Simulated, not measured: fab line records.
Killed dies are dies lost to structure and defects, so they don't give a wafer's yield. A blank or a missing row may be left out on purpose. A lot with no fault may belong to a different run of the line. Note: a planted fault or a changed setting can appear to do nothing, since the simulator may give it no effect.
fab line records    flow sky130
[record] lots = 11  wafers = 33  lastDay = 49
route steps=708 shown SONOS_TUNNEL@161 SONOS_ONO@171 GATE_OXIDE@197 POLY_GATE@204 PAD_OPEN@708
lots untouched by any fault: they come from a run of this same line in which no faults occurred
startH: start of the lot's first displayed wafer, in hours after the record's first day    waitH: hours elapsed since this lot's preceding step    " repeats the value in the row above    L1.1+2: one row covering several wafers at once    - value missing, or start not given    * or withheld: withheld    < > ~ a bound
route shown NAME@n: names a module that has steps shown in the file, with the first one's number in the route    usual: mean and standard deviation over wafers with no fault    same: alike in all rows    chamber/n: place in a boat    sites: per-site readings    _std_site: the standard deviation of these    _edge_site: the outer-site mean with the inner-site mean subtracted    radiusMm: for every site, how far away it sits from the centre of the wafer    mask NAME#n: copy n    behind: the most recent tool/chamber to have shaped the wafer    hold: why the lot went on hold/how many hours it stayed there/how the hold came to an end    device: transistor that didn't switch, given as n, p or np    end of line: the route-end tests of the same wafers    where a step has no rows: the recipe by itself    killed: not the wafer's yield, but the dies lost to structure and defects at the first sort    map: shows each die of a wafer: x if killed, . if not, _ if none is there
set.NAME: setting as actually run; set.NAME@STEP: the setting as run at that earlier step    model.NAME: the simulator's own value behind a step, which no gauge read
steps of the route over a sample of lots; a table a step, a row a wafer
services: the hour from which a tool's chamber was out of use, counted from the record's first day as startH (under 0 if before that day), plus the number of hours and why
[[steps]]
[step SKY_SONOS_TUNNEL_CD_MEAS_07]
[recipe] targetCdNm = 410
[usual] cdNm = 410.4/2.4
lot.wafer  tool      chamber  startH  waitH  cdNm
L431.1     cdSem-02  -        259.42  0.1    408.4
L431.2     "         -        "       "      405.0
L431.5     "         -        "       "      404.9
L432.2     cdSem-02  -        267.99  0.1    410.8
L432.4     "         -        "       "      410.5
L432.6     "         -        "       "      409.5
L433.4     cdSem-01  -        271.63  0.1    409.4
L433.5     "         -        "       "      411.9
L433.6     "         -        "       "      410.4
L434.2     cdSem-02  -        278.56  0.1    412.8
L434.3     "         -        "       "      410.8
L434.6     "         -        "       "      412.5
L435.1     cdSem-01  -        287.77  0.1    411.3
L435.2     "         -        "       "      411.0
L435.6     "         -        "       "      409.0
L436.1     cdSem-01  -        292.57  0.1    411.9
L436.5     "         -        "       "      413.3
L436.6     "         -        "       "      412.7
L438.4     cdSem-02  -        315.58  0.1    410.6
L438.5     "         -        "       "      410.2
L438.6     "         -        "       "      410.6
L440.3     cdSem-02  -        324.46  0.1    411.4
L440.4     "         -        "       "      413.7
L440.6     "         -        "       "      410.9
L443.2     cdSem-02  -        351.09  0.1    409.5
L443.4     "         -        "       "      407.7
L443.6     "         -        "       "      410.3
L446.2     cdSem-01  -        371.64  0.1    410.0
L446.5     "         -        "       "      407.2
L446.6     "         -        "       "      408.6
L447.3     cdSem-02  -        381.46  0.1    412.2
L447.4     "         -        "       "      412.1
L447.6     "         -        "       "      410.3
[step SKY_SONOS_ONO_THK_MEAS_03]
[recipe] reads = Si3N4_of_SONOS_ONO_CVD_02
[usual] SONOS_ONO_CVD_02_THK = 10.52/0.12
lot.wafer  tool          chamber  startH  waitH  SONOS_ONO_CVD_02_THK[nm]
L431.1     filmMetro-01  -        263.19  0.0    10.79
L431.2     "             -        "       "      10.61
L431.5     "             -        "       "      10.58
L432.2     filmMetro-01  -        272.78  0.0    10.83
L432.4     "             -        "       "      10.69
L432.6     "             -        "       "      10.72
L433.4     filmMetro-01  -        275.64  0.0    10.31
L433.5     "             -        "       "      10.43
L433.6     "             -        "       "      10.42
L434.2     filmMetro-02  -        283.50  0.0    10.66
L434.3     "             -        "       "      10.52
L434.6     "             -        "       "      10.69
L435.1     filmMetro-02  -        292.74  0.0    10.43
L435.2     "             -        "       "      10.63
L435.6     "             -        "       "      10.62
L436.1     filmMetro-02  -        295.97  0.0    10.58
L436.5     "             -        "       "      10.41
L436.6     "             -        "       "      10.52
L438.4     filmMetro-01  -        321.96  0.0    10.53
L438.5     "             -        "       "      10.56
L438.6     "             -        "       "      10.55
L440.3     filmMetro-03  -        329.76  0.0    10.46
L440.4     "             -        "       "      10.47
L440.6     "             -        "       "      10.43
L443.2     filmMetro-01  -        356.91  0.0    10.35
L443.4     "             -        "       "      10.36
L443.6     "             -        "       "      10.36
L446.2     filmMetro-03  -        376.28  0.0    10.44
L446.5     "             -        "       "      10.61
L446.6     "             -        "       "      10.52
L447.3     filmMetro-03  -        386.80  0.0    10.56
L447.4     "             -        "       "      10.47
L447.6     "             -        "       "      10.37
[step SKY_GATE_OXIDE_OVL_MEAS_10]
[usual] GATE_OXIDE_OVL = 0.2/1.4
lot.wafer  tool        chamber  startH  waitH  GATE_OXIDE_OVL[nm]
L431.1     overlay-02  -        315.87  0.1    1.6
L431.2     "           -        "       "      1.4
L431.5     "           -        "       "      4.1
L432.2     overlay-01  -        326.27  0.1    1.9
L432.4     "           -        "       "      0.3
L432.6     "           -        "       "      1.1
L433.4     overlay-01  -        328.59  0.1    -2.4
L433.5     "           -        "       "      -2.0
L433.6     "           -        "       "      -5.1
L434.2     overlay-01  -        338.52  0.1    -0.5
L434.3     "           -        "       "      0.1
L434.6     "           -        "       "      0.1
L435.1     overlay-01  -        348.77  0.1    -1.0
L435.2     "           -        "       "      -0.1
L435.6     "           -        "       "      0.2
L436.1     overlay-01  -        352.92  0.1    -2.3
L436.5     "           -        "       "      -1.2
L436.6     "           -        "       "      -0.7
L438.4     overlay-01  -        381.94  0.1    -1.4
L438.5     "           -        "       "      0.8
L438.6     "           -        "       "      0.0
L440.3     overlay-01  -        389.48  0.1    -0.7
L440.4     "           -        "       "      -1.8
L440.6     "           -        "       "      -0.5
L443.2     overlay-01  -        419.12  0.1    3.7
L443.4     "           -        "       "      1.7
L443.6     "           -        "       "      1.8
L446.2     overlay-02  -        439.72  0.1    -0.2
L446.5     "           -        "       "      1.6
L446.6     "           -        "       "      -0.1
L447.3     overlay-01  -        448.69  0.1    -0.5
L447.4     "           -        "       "      0.7
L447.6     "           -        "       "      -0.5
[step SKY_POLY_GATE_CVD_00]
[recipe] material = poly-Si  targetThkNm = 180  tempC = 620  timeS = 720  pressureMtorr = 200
[usual] spikeTcCentreC = 620.7/1
lot.wafer  tool      chamber  startH  waitH  spikeTcCentreC
L431.1     lpcvd-01  1        319.95  0.0    621.5
L431.2     "         1        "       "      618.7
L431.5     "         1        "       "      622.1
L432.2     lpcvd-01  0        329.80  0.0    619.9
L432.4     "         0        "       "      619.8
L432.6     "         0        "       "      620.1
L433.4     lpcvd-01  0        332.64  0.0    618.3
L433.5     "         0        "       "      621.5
L433.6     "         0        "       "      620.4
L434.2     lpcvd-01  1        340.86  0.0    619.4
L434.3     "         1        "       "      619.8
L434.6     "         1        "       "      620.1
L435.1     lpcvd-01  1        351.52  0.0    620.1
L435.2     "         1        "       "      621.0
L435.6     "         1        "       "      620.1
L436.1     lpcvd-01  0        356.06  0.0    620.3
L436.5     "         0        "       "      618.9
L436.6     "         0        "       "      621.2
L438.4     lpcvd-01  1        384.71  0.0    620.4
L438.5     "         1        "       "      620.2
L438.6     "         1        "       "      622.8
L440.3     lpcvd-01  0        395.17  0.0    620.8
L440.4     "         0        "       "      620.9
L440.6     "         0        "       "      621.2
L443.2     lpcvd-01  1        421.15  0.0    621.6
L443.4     "         1        "       "      619.8
L443.6     "         1        "       "      620.0
L446.2     lpcvd-01  0        441.84  0.0    620.7
L446.5     "         0        "       "      620.1
L446.6     "         0        "       "      620.0
L447.3     lpcvd-01  1        450.70  0.0    619.8
L447.4     "         1        "       "      621.2
L447.6     "         1        "       "      620.2
[step SKY_POLY_GATE_THK_MEAS_01]
[recipe] reads = poly-Si_of_POLY_GATE_CVD_00
[usual] POLY_GATE_CVD_00_THK = 179.8/1.5
lot.wafer  tool          chamber  startH  waitH  POLY_GATE_CVD_00_THK[nm]
L431.1     filmMetro-04  -        321.15  0.0    179.1
L431.2     "             -        "       "      178.2
L431.5     "             -        "       "      178.3
L432.2     filmMetro-04  -        331.01  0.0    179.5
L432.4     "             -        "       "      177.1
L432.6     "             -        "       "      179.9
L433.4     filmMetro-04  -        333.87  0.0    177.6
L433.5     "             -        "       "      177.8
L433.6     "             -        "       "      177.3
L434.2     filmMetro-04  -        342.07  0.0    182.0
L434.3     "             -        "       "      181.2
L434.6     "             -        "       "      180.3
L435.1     filmMetro-04  -        352.72  0.0    181.8
L435.2     "             -        "       "      181.9
L435.6     "             -        "       "      180.8
L436.1     filmMetro-02  -        357.26  0.0    179.7
L436.5     "             -        "       "      180.0
L436.6     "             -        "       "      178.8
L438.4     filmMetro-01  -        385.94  0.0    180.9
L438.5     "             -        "       "      180.3
L438.6     "             -        "       "      180.5
L440.3     filmMetro-02  -        396.39  0.0    182.7
L440.4     "             -        "       "      181.1
L440.6     "             -        "       "      181.2
L443.2     filmMetro-02  -        422.36  0.0    178.7
L443.4     "             -        "       "      178.5
L443.6     "             -        "       "      179.8
L446.2     filmMetro-04  -        443.05  0.0    138.8
L446.5     "             -        "       "      138.9
L446.6     "             -        "       "      139.6
L447.3     filmMetro-01  -        452.52  0.0    142.7
L447.4     "             -        "       "      143.2
L447.6     "             -        "       "      143.2
[step SKY_POLY_GATE_ETCH_17]
[recipe] targetDepthNm = 180  stopOn = SiO2  overEtchFrac = 0.56667  chemistry = HBr/Cl2  target = poly-Si  icpW = 400  biasW = 100  pressureMtorr = 10  HBr_flow_sccm = 150  Cl2_flow_sccm = 50  timeS = 70.5
[usual] biasW = 99.99/0.29  drypumpMotorCurrentA = 5.4/0.47  oesProductAu = 0.985/0.007  throttleValvePct = 33.683/0.0096
lot.wafer  tool      chamber  startH  waitH  biasW   drypumpMotorCurrentA  oesProductAu  rfHoursCounterH  throttleValvePct
L431.1     rieSi-02  2        377.86  0.0    99.67   5.5                   0.986         0                33.694
L431.2     "         3        "       "      99.92   5.1                   0.983         70               33.690
L431.5     "         1        "       "      99.69   5.8                   0.987         -                33.668
L432.2     rieSi-01  1        389.91  0.0    99.71   6.0                   0.979         2                33.692
L432.4     "         2        "       "      99.91   5.0                   0.977         20               33.686
L432.6     "         0        "       "      99.84   5.6                   0.981         -                33.684
L433.4     rieSi-02  1        391.00  0.0    99.92   5.8                   0.973         37               33.669
L433.5     "         1        "       "      100.48  5.8                   0.979         -                33.684
L433.6     "         2        "       "      100.06  5.5                   0.982         -                33.686
L434.2     rieSi-01  2        400.61  0.0    99.85   5.0                   0.995         20               33.684
L434.3     "         0        "       "      100.23  5.6                   0.990         53               33.684
L434.6     "         0        "       "      100.34  5.6                   0.982         -                33.685
L435.1     rieSi-02  3        411.71  0.0    99.88   5.0                   0.993         70               33.668
L435.2     "         2        "       "      99.50   5.5                   0.983         0                33.677
L435.6     "         3        "       "      100.20  5.1                   0.990         -                33.686
L436.1     rieSi-02  3        417.06  0.0    99.98   5.1                   0.988         70               33.683
L436.5     "         0        "       "      100.39  4.7                   0.988         -                33.666
L436.6     "         3        "       "      99.51   5.0                   0.977         -                33.674
L438.4     rieSi-02  2        450.91  0.0    100.12  5.5                   0.992         1                33.689
L438.5     "         3        "       "      100.31  5.0                   0.983         -                33.686
L438.6     "         0        "       "      100.13  4.7                   0.990         -                33.680
L440.3     rieSi-02  0        460.61  0.0    100.54  4.7                   0.992         4                33.683
L440.4     "         3        "       "      100.65  5.0                   0.985         0                33.684
L440.6     "         3        "       "      99.84   5.0                   0.988         -                33.678
L443.2     rieSi-01  0        486.61  0.0    100.15  5.6                   0.990         54               33.691
L443.4     "         1        "       "      100.08  5.9                   0.989         2                33.680
L443.6     "         0        "       "      99.87   5.6                   0.984         -                33.676
L446.2     rieSi-02  3        508.76  0.0    100.05  5.1                   0.830         0                33.681
L446.5     "         0        "       "      100.26  4.7                   0.828         -                33.687
L446.6     "         1        "       "      100.44  5.8                   0.829         -                33.690
L447.3     rieSi-01  1        518.01  0.0    99.88   5.9                   0.841         3                33.694
L447.4     "         1        "       "      99.93   6.0                   0.857         -                33.682
L447.6     "         2        "       "      100.32  5.0                   0.845         -                33.698
[step SKY_PAD_OPEN_PROBE_99]
[usual] killed_at_M0_to_M3 = 44/7.1  killed_at_M4_up = 3/1.6  killedAtContacts = 24/5.4  killedAtFrontEnd = 15/4.7  killedAtOther = 0.3/0.51  killedDies = 87/9.9  killedOpen = 48/7.6  killedShort = 39/6.3
[same] grossDies = 492  killedAtBackSide = 0
lot.wafer  tool       chamber  startH   waitH  killed_at_M0_to_M3  killed_at_M4_up  killedAtContacts  killedAtFrontEnd  killedAtOther  killedDies  killedOpen  killedShort
L438.4     prober-02  -        1129.68  0.2    39                  0                29                18                1              87          41          46
L438.5     prober-02  -        1129.73  0.2    35                  2                17                24                0              78          33          45
L438.6     prober-02  -        1129.78  0.2    47                  2                20                12                1              82          38          44
L443.2     prober-02  -        1153.94  0.1    43                  4                17                15                0              79          34          45
L443.4     prober-02  -        1154.04  0.2    60                  1                16                21                0              98          61          37
L443.6     prober-02  -        1154.14  0.2    45                  2                23                13                0              83          43          40
L446.2     prober-01  -        1162.38  0.1    46                  3                27                12                0              88          52          36
L446.5     prober-01  -        1162.53  0.2    68                  1                27                14                0              110         67          43
L446.6     prober-01  -        1162.58  0.2    48                  3                22                10                0              83          55          28
// killed by level:class
L438.4 CONTACT:geometricParticle:open=11 VIA1:geometricParticle:open=8 VIA3:geometricParticle:open=7 CONTACT:geometricParticle:short=6 LI_CONTACT:geometricParticle:open=5 METAL2:geometricParticle:short=5 VIA3:geometricParticle:short=5 FIELD_ISO:geometricParticle:short=4
L438.5 FIELD_ISO:geometricParticle:short=7 LI_CONTACT:geometricParticle:open=6 METAL2:geometricParticle:short=6 VIA3:geometricParticle:open=6 VIA1:geometricParticle:open=5 FIELD_ISO:geometricParticle:open=4 POLY_GATE:geometricParticle:short=4 CONTACT:geometricParticle:short=4
L438.6 METAL2:geometricParticle:short=11 VIA3:geometricParticle:open=7 CONTACT:geometricParticle:open=6 VIA1:geometricParticle:open=6 VIA2:geometricParticle:short=5 LOCAL_INTERCONNECT:geometricParticle:short=5 VIA2:geometricParticle:open=5 FIELD_ISO:geometricParticle:open=4
L443.2 METAL1:geometricParticle:short=12 VIA1:geometricParticle:open=9 CONTACT:geometricParticle:open=8 POLY_GATE:geometricParticle:short=7 VIA3:geometricParticle:open=6 VIA1:geometricParticle:short=5 LOCAL_INTERCONNECT:geometricParticle:short=4 METAL2:geometricParticle:short=4
L443.4 VIA1:geometricParticle:open=14 VIA3:geometricParticle:open=11 METAL2:geometricParticle:short=9 POLY_GATE:geometricParticle:open=7 VIA2:geometricParticle:open=7 CONTACT:geometricParticle:open=6 FIELD_ISO:geometricParticle:open=5 POLY_GATE:geometricParticle:short=4
L443.6 METAL1:geometricParticle:short=10 CONTACT:geometricParticle:open=9 VIA3:geometricParticle:open=8 LI_CONTACT:geometricParticle:open=7 VIA1:geometricParticle:open=7 FIELD_ISO:geometricParticle:short=5 METAL2:geometricParticle:short=5 POLY_GATE:geometricParticle:open=4
L446.2 VIA1:geometricParticle:open=15 CONTACT:geometricParticle:open=8 VIA2:geometricParticle:open=8 LI_CONTACT:geometricParticle:open=7 FIELD_ISO:geometricParticle:open=5 LI_CONTACT:geometricParticle:short=5 VIA2:geometricParticle:short=5 CONTACT:geometricParticle:short=4
L446.5 VIA1:geometricParticle:open=20 CONTACT:geometricParticle:open=13 VIA3:geometricParticle:open=9 VIA1:geometricParticle:short=9 VIA2:geometricParticle:open=9 METAL2:geometricParticle:short=7 LOCAL_INTERCONNECT:geometricParticle:short=5 POLY_GATE:geometricParticle:short=4
L446.6 VIA2:geometricParticle:open=12 VIA3:geometricParticle:open=9 VIA1:geometricParticle:open=8 CONTACT:geometricParticle:open=7 LI_CONTACT:geometricParticle:open=6 POLY_GATE:geometricParticle:open=5 VIA1:geometricParticle:short=5 VIA3:geometricParticle:short=5
[[services]]
tool      chamber  startH  hours  kind
rieSi-02  1        311.32  4.3    repair
rieSi-02  -        341.38  0.1    repair
rieSi-02  2        345.63  6.5    repair
rieSi-02  -        345.80  1.0    repair
rieSi-02  2        352.18  -      clean
rieSi-02  2        352.18  21.4   scheduledDown
rieSi-02  2        352.18  21.4   ventCycle
rieSi-02  1        366.42  5.2    repair
rieSi-01  3        422.96  -      clean
rieSi-01  3        422.96  26.4   scheduledDown
rieSi-01  3        422.96  26.4   ventCycle
rieSi-02  3        430.95  -      clean
rieSi-02  3        430.95  14.3   scheduledDown
rieSi-02  3        430.95  14.3   ventCycle
rieSi-02  -        437.55  0.3    repair
rieSi-02  0        440.54  4.9    repair
rieSi-01  1        504.66  2.7    repair
rieSi-01  0        507.37  -      clean
rieSi-01  0        507.37  14.8   scheduledDown
rieSi-01  0        507.37  14.8   ventCycle
[[key]]
[firstSign] step = SKY_POLY_GATE_THK_MEAS_01  reading = POLY_GATE_CVD_00_THK  direction = down  sigmas = 26  usual = 179.8  struck = 141.1
[effect] step = SKY_POLY_GATE_ETCH_17  reading = oesProductAu  direction = down  sigmas = 21  usual = 0.985  struck = 0.839
metAt SKY_POLY_GATE_CVD_00
struckLots L446,L447
testerLeftOut L446,L447
notActingAt SKY_SONOS_TUNNEL_CD_MEAS_07,SKY_SONOS_ONO_THK_MEAS_03,SKY_GATE_OXIDE_OVL_MEAS_10
onsetBetween 421.15 441.84
alsoFits time
[fault] kind = processParameterDrift  tool = lpcvd-01  chamber = -  onsetH = 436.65  steps = SKY_POLY_GATE_CVD_00  channel = targetThkNm  offset = -38.679  shape = step  endH = 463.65  stated = 180
// testerLeftOut: of these lots the tester's yield and bins aren't shown, on N5 and GAA mostly nor the transistor test; their killed dies are dies lost to structure and defects alone, not to doping, threshold or leakage, so they don't give the yield
